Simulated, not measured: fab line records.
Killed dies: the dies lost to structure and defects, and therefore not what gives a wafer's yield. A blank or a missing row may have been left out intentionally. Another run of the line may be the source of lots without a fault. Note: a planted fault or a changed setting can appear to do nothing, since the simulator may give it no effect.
Struck lot and sound lot, side by side	flow sky130	26 steps out of a route of 708
Sound: wafers L473.2, L473.3, L473.6. Wafers struck: L466.1, L466.2, L466.6. Last of all comes the cause.
For every step that has rows: the tool of each side, followed by ch and its chambers, followed by its first start. Under that, the readings that differ: sound wafers	struck wafers	difference of the means	sigmas: that difference in standard deviations of wafers without a fault.
alike: readings with means less than 2 such deviations apart, plus words and numbers identical on both sides. not compared: withheld readings, readings lacking a value on some wafer, bounds such as >300 that could conceal the same value, and numbers that have no deviation in the record and whose values overlap.
The two part at a step that has a row with sigmas, a row that says differs or no value, or rows on one side only. Non-overlapping numbers with no deviation appear without sigmas and do not part them. Lack of a reading on every wafer of one side parts them only where that side has two or more wafers.

SKY_LDD_N_STRIP_16: strips in O2/N2.
  sound on plasmaAsher-04 ch 0,1, day 25 21:32; struck on plasmaAsher-02 ch 0,1, day 23 10:46
reading	sound	struck	difference	sigmas
drypumpMotorCurrentA (A)	6.4 6.3 6.1	5.2 5.2 5.2	-1.1	-2
  alike: chamberPressureMTorr, oesProductAu, stripTimeToEndpointS
  not compared: rfHoursCounterH
SKY_LDD_N_TW_MEAS_17:
  sound on filmMetro-04 at day 25 21:39; struck on filmMetro-03 at day 23 10:52
  alike: LDD_N_TW
then, 7 steps without rows for these wafers: SKY_LDD_P_DEHYDRATE_00 (time 60 s); SKY_LDD_P_HMDS_01 (prime time 60 s); SKY_LDD_P_COAT_02 (resist thk 1140 nm); SKY_LDD_P_SOFTBAKE_03 (time 60 s); SKY_LDD_P_EXPOSE_04 (exposes mask PSDM, target cd 380 nm); SKY_LDD_P_PEB_05; SKY_LDD_P_DEVELOP_06 (develop time 60 s).
SKY_LDD_P_CD_MEAS_07: the cd target is 380 nm.
  sound on cdSem-01 at day 27 03:24; struck on cdSem-01 at day 24 16:59
reading	sound	struck	difference	sigmas
cdNm (nm)	387.6 386.9 384.8	375.3 372.0 372.8	-13.1	-4
SKY_LDD_P_OVL_MEAS_08:
  sound on overlay-02 at day 27 03:31; struck on overlay-02 at day 24 17:06
  alike: LDD_P_OVL
following that, these wafers have no rows for 1 step: SKY_LDD_P_IMPLANT_09.
SKY_LDD_P_STRIP_10: strips in O2/N2.
  sound on plasmaAsher-02 ch 0,1, day 27 03:41; struck on plasmaAsher-02 ch 0,1, day 24 17:17
  no value came back on the struck wafers for any of 5 readings (chamberPressureMTorr (mTorr), drypumpMotorCurrentA (A) and others); on the sound wafers chamberPressureMTorr (mTorr) reads 1500.4 1502.1 1500.9
reading	sound	struck	difference	sigmas
model.NOVOLAK_of_LDD_P_COAT_02.thkNm (nm)	0 0 0	1139 1139 1139	+1139	
  not compared: rfHoursCounterH
SKY_LDD_P_TW_MEAS_11:
  sound on filmMetro-03 at day 27 03:48; struck on filmMetro-02 at day 24 17:23
  alike: LDD_P_TW
then, 7 steps without rows for these wafers: SKY_LDD_HVN_DEHYDRATE_00 (time 60 s); SKY_LDD_HVN_HMDS_01 (prime time 60 s); SKY_LDD_HVN_COAT_02 (resist thk 300 nm); SKY_LDD_HVN_SOFTBAKE_03 (time 60 s); SKY_LDD_HVN_EXPOSE_04 (exposes mask HVNTM, target cd 700 nm); SKY_LDD_HVN_PEB_05; SKY_LDD_HVN_DEVELOP_06 (develop time 60 s).
SKY_LDD_HVN_OVL_MEAS_07:
  sound on overlay-02 at day 28 08:26; struck on overlay-02 at day 25 22:29
reading	sound	struck	difference	sigmas
LDD_HVN_OVL (nm)	0.3 1.0 0.2	-2.9 -1.2 -3.2	-2.9	-2
following that, these wafers have no rows for 1 step: SKY_LDD_HVN_IMPLANT_08.
SKY_LDD_HVN_STRIP_09: strips in O2/N2.
  sound on plasmaAsher-04 ch 0,1, day 28 08:37; struck on plasmaAsher-04 ch 0,1, day 25 22:40
reading	sound	struck	difference	sigmas
oesProductAu (a.u.)	0.409 0.408 0.406	0.712 0.716 0.714	+0.306	+70
stripTimeToEndpointS (s)	4.138 4.145 4.121	21.716 21.729 21.726	+17.589	+99 or more
  alike: chamberPressureMTorr, drypumpMotorCurrentA
  not compared: rfHoursCounterH
SKY_LDD_HVN_TW_MEAS_10:
  sound on filmMetro-01 at day 28 08:44; struck on filmMetro-02 at day 25 22:46
reading	sound	struck	difference	sigmas
LDD_HVN_TW	1403 1406 1389	30 30 30	-1369	-72
then, 1 step without rows for these wafers: SKY_LDD_HVP_DEHYDRATE_00 (time 60 s).

## WHERE THEY PART
At SKY_LDD_N_STRIP_16 first; at SKY_LDD_HVN_TW_MEAS_10 last (within this record only).

WHY: the cause the simulator had injected
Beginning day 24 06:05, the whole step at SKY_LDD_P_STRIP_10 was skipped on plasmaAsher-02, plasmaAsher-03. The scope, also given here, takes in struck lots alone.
